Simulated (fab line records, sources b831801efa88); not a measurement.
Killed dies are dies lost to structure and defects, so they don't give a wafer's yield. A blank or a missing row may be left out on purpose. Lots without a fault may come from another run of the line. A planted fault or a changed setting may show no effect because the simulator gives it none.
Chamber matching | flow gf180mcu | GF_V1_ETCH_16 on rie_diel-04: 4 sister chambers
The step etches BARC in N2/H2. 4 wafers are shown with their chamber, then 7 later ones without.

WAFERS WITH THEIR CHAMBER
wafer  | chamber | oes_product_au (a.u.)
L430.1 | 2       | 0.854
L430.4 | 3       | 0.849
L432.2 | 1       | 0.856
L432.3 | 0       | 0.856

WAFERS WITHOUT THEIR CHAMBER
wafer  | oes_product_au (a.u.)
L432.4 | 0.859
L441.4 | 0.846
L441.5 | 0.856
L441.6 | 0.850
L442.2 | 0.851
L442.4 | 0.857
L442.5 | 0.855

WHICH CHAMBER EACH WENT THROUGH
wafer  | from the rows above               | in truth
L432.4 | can't be placed: 0 or 1 or 2      | 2
L441.4 | 3                                 | 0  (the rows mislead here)
L441.5 | can't be placed: 0 or 1 or 2      | 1
L441.6 | can't be placed: 3 or 2           | 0
L442.2 | can't be placed: 3 or 2 or 0 or 1 | 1
L442.4 | can't be placed: 0 or 1 or 2      | 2
L442.5 | can't be placed: 0 or 1 or 2      | 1
Placed correctly: 0 of 7. Can't be placed from these rows: 6 (the true chamber is among the candidates in 5). Placed wrongly: 1.
How it was worked out, from the rows above alone: a wafer's distance from a chamber is the root of the sum, over the readings, of the square of ((its reading less the chamber's mean) divided by the reading's scatter). The wafer belongs to the nearest chamber; if the next one is less than 2 further off, it can't be placed. A chamber's mean is the mean of its shown wafers. The scatter: with one shown wafer a chamber, the root of the mean of the squares of how far each hidden wafer lies from its nearest shown one.
